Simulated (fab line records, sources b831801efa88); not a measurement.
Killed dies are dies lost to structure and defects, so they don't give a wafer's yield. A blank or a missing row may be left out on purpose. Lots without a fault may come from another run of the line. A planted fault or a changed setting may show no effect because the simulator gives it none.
Which tool did it? | flow gf180mcu | 15 lots, 45 wafers sampled, at 5 steps of a route of 602

WHAT THE GAUGES READ, wafer by wafer
GF_HV_LDD_CD_MEAS_19: target cd 400 nm. Usual: cd_nm 400.5 nm, standard deviation 1.9.
lot  | measured     | on        | cd_nm (nm)        | flag
L988 | day 11 04:03 | cd_sem-01 | 397.6 396.7 399.5 |
L989 | day 11 13:14 | cd_sem-01 | 400.5 399.8 401.0 |
L990 | day 11 20:53 | cd_sem-02 | 401.2 401.9 400.6 |
L991 | day 12 07:46 | cd_sem-02 | 398.3 401.0 401.8 |
L993 | day 12 18:48 | cd_sem-02 | 399.2 400.0 401.3 |
L994 | day 12 22:22 | cd_sem-02 | 399.9 399.9 400.1 |
L995 | day 13 01:32 | cd_sem-02 | 401.7 398.8 401.0 |
L996 | day 13 11:49 | cd_sem-01 | 403.2 402.0 400.6 |
L997 | day 13 22:58 | cd_sem-01 | 399.6 402.3 398.3 |
L103 | day 15 18:25 | cd_sem-01 | 399.0 401.6 400.9 |
L104 | day 16 06:51 | cd_sem-01 | 400.0 401.0 398.9 |
L106 | day 16 18:49 | cd_sem-02 | 399.1 399.9 397.2 |
L107 | day 17 04:25 | cd_sem-02 | 398.4 399.0 399.0 |
L109 | day 18 00:41 | cd_sem-02 | 398.6 397.7 397.7 |
L110 | day 18 09:18 | cd_sem-01 | 400.4 400.5 402.1 |

GF_NSD_CD_MEAS_07: target cd 400 nm. Usual: cd_nm 400.9 nm, standard deviation 2.1.
lot  | measured     | on        | cd_nm (nm)        | flag
L988 | day 13 18:02 | cd_sem-01 | 398.3 400.0 399.9 |
L989 | day 14 05:17 | cd_sem-02 | 401.4 401.5 400.9 |
L990 | day 14 13:56 | cd_sem-01 | 401.3 401.6 403.4 |
L991 | day 15 01:36 | cd_sem-01 | 400.9 399.6 398.4 |
L993 | day 15 14:45 | cd_sem-01 | 402.5 402.3 400.7 |
L994 | day 15 17:15 | cd_sem-02 | 397.0 399.9 400.4 |
L995 | day 15 21:24 | cd_sem-01 | 403.2 404.1 404.3 |
L996 | day 16 07:22 | cd_sem-02 | 401.8 401.0 402.1 |
L997 | day 16 19:22 | cd_sem-01 | 398.7 401.0 400.3 |
L103 | day 18 19:03 | cd_sem-02 | 401.3 398.5 398.6 |
L104 | day 19 08:24 | cd_sem-01 | 400.0 403.0 401.3 |
L106 | day 19 23:18 | cd_sem-01 | 397.8 399.8 400.4 |
L107 | day 20 07:49 | cd_sem-02 | 401.1 401.0 399.8 |
L109 | day 21 05:30 | cd_sem-02 | 399.5 400.2 399.8 |
L110 | day 21 12:46 | cd_sem-01 | 400.0 399.7 401.5 |

GF_PSD_CD_MEAS_07: target cd 400 nm. Usual: cd_nm 399.8 nm, standard deviation 2.3.
lot  | measured     | on        | cd_nm (nm)        | flag
L988 | day 14 14:50 | cd_sem-01 | 402.1 401.3 400.7 |
L989 | day 15 02:35 | cd_sem-01 | 401.4 399.0 400.5 |
L990 | day 15 11:26 | cd_sem-02 | 396.5 400.1 397.5 |
L991 | day 15 23:40 | cd_sem-01 | 399.8 399.0 401.1 |
L993 | day 16 12:50 | cd_sem-01 | - - -             | OFF
L994 | day 16 15:53 | cd_sem-01 | - - -             | OFF
L995 | day 16 19:59 | cd_sem-01 | - - -             | OFF
L996 | day 17 06:18 | cd_sem-02 | 396.2 399.1 399.3 |
L997 | day 17 19:40 | cd_sem-01 | 395.0 396.5 397.6 |
L103 | day 19 20:07 | cd_sem-02 | 397.4 397.9 399.5 |
L104 | day 20 09:24 | cd_sem-01 | 399.9 398.9 398.9 |
L106 | day 20 23:41 | cd_sem-01 | 401.0 401.0 399.3 |
L107 | day 21 08:13 | cd_sem-02 | 403.8 404.7 404.9 |
L109 | day 22 05:22 | cd_sem-02 | 397.9 398.6 398.5 |
L110 | day 22 12:57 | cd_sem-01 | 399.6 399.5 399.7 |

GF_PSD_TW_MEAS_11. Usual: PSD_TW 3195, standard deviation 14.
lot  | measured     | on            | PSD_TW         | flag
L988 | day 14 15:14 | film_metro-04 | 3193 3190 3200 |
L989 | day 15 02:59 | film_metro-04 | 3200 3190 3218 |
L990 | day 15 11:50 | film_metro-02 | 3196 3199 3197 |
L991 | day 16 00:03 | film_metro-04 | 3199 3201 3191 |
L993 | day 16 13:21 | film_metro-01 | 3218 3208 3200 |
L994 | day 16 16:17 | film_metro-04 | 3194 3196 3187 |
L995 | day 16 20:23 | film_metro-02 | 3195 3219 3191 |
L996 | day 17 06:42 | film_metro-04 | 3207 3201 3215 |
L997 | day 17 20:04 | film_metro-02 | 3195 3191 3199 |
L103 | day 19 20:31 | film_metro-04 | 3203 3207 3198 |
L104 | day 20 09:48 | film_metro-04 | 3219 3193 3189 |
L106 | day 21 00:05 | film_metro-02 | 3178 3176 3161 |
L107 | day 21 08:36 | film_metro-02 | 3159 3177 3159 |
L109 | day 22 05:47 | film_metro-02 | 3198 3202 3190 |
L110 | day 22 13:21 | film_metro-02 | 3186 3203 3181 |

WHICH TOOL RAN EACH LOT (tool, then ch and the chambers of the sampled wafers, then the start)
lot  | GF_PSD_COAT_02
L988 | litho_track-01 ch 0, day 14 04:17
L989 | litho_track-02 ch 0, day 14 15:53
L990 | litho_track-01 ch 0, day 15 00:29
L991 | litho_track-03 ch 0, day 15 13:01
L993 | litho_track-01, day 16 01:41
L994 | litho_track-03, day 16 04:29
L995 | litho_track-01, day 16 08:47
L996 | litho_track-02 ch 0, day 16 18:37
L997 | litho_track-03 ch 0, day 17 07:35
L103 | litho_track-03 ch 0, day 19 07:21
L104 | litho_track-01 ch 0, day 19 21:03
L106 | litho_track-01 ch 0, day 20 11:30
L107 | litho_track-03 ch 0, day 20 20:11
L109 | litho_track-02 ch 0, day 21 17:20
L110 | litho_track-03 ch 0, day 22 01:33
- GF_PSD_COAT_02: resist thk 1000 nm.

WHAT THE TOOLS THEMSELVES READ (means of the sampled wafers that have a number; where no wafer has one, the mark that the record gives instead)
GF_PSD_COAT_02. Usual: chill_plate_temp_C 23.01 C, standard deviation 0.1; dispense_pressure_kPa 49.3 kPa, standard deviation 2.4.
lot  | tool           | chill_plate_temp_C (C) | dispense_pressure_kPa (kPa) | flag
L988 | litho_track-01 | 22.96                  | 50.1                        |
L989 | litho_track-02 | 22.98                  | 52.5                        |
L990 | litho_track-01 | 23.08                  | 50.1                        |
L991 | litho_track-03 | 23.05                  | 46.1                        |
L993 | litho_track-01 | -                      | -                           | OFF
L994 | litho_track-03 | -                      | -                           | OFF
L995 | litho_track-01 | -                      | -                           | OFF
L996 | litho_track-02 | 22.98                  | 52.5                        |
L997 | litho_track-03 | 23.02                  | 46.1                        |
L103 | litho_track-03 | 22.97                  | 46.1                        |
L104 | litho_track-01 | 22.94                  | 50.1                        |
L106 | litho_track-01 | 23.04                  | 50.1                        |
L107 | litho_track-03 | 22.83                  | 46.1                        |
L109 | litho_track-02 | 23.04                  | 52.5                        |
L110 | litho_track-03 | 23.05                  | 46.1                        |

THE ANSWER, worked out from the rows above alone
Rule: a lot is off if the mean of its wafers that have a number lies more than 3 standard deviations from the usual mean. A lot without any number at a reading at which 4 lots or more have one is off too. The other lots that the step has rows for count as sound. The gauges are gone through in route order, then the tools' own readings, and for those a lot's mean is taken as printed above. The first step at which some lot is off is used, and at that step the reading that is off furthest; a lot without a number counts as furthest.
Off: L993, L994, L995, at GF_PSD_CD_MEAS_07 (cd_nm). Without a number there: L993, L994, L995.
A tool fits if, at a process step before that reading, it ran every lot that is off, and no sound lot after the first of them. The gauges at GF_PSD_CD_MEAS_07 aren't tried: what is off there is off at GF_PSD_COAT_02 too, on other tools, and a gauge's error can't cause that. None of those tried fits.

WHAT THE SIMULATOR HAD PUT IN
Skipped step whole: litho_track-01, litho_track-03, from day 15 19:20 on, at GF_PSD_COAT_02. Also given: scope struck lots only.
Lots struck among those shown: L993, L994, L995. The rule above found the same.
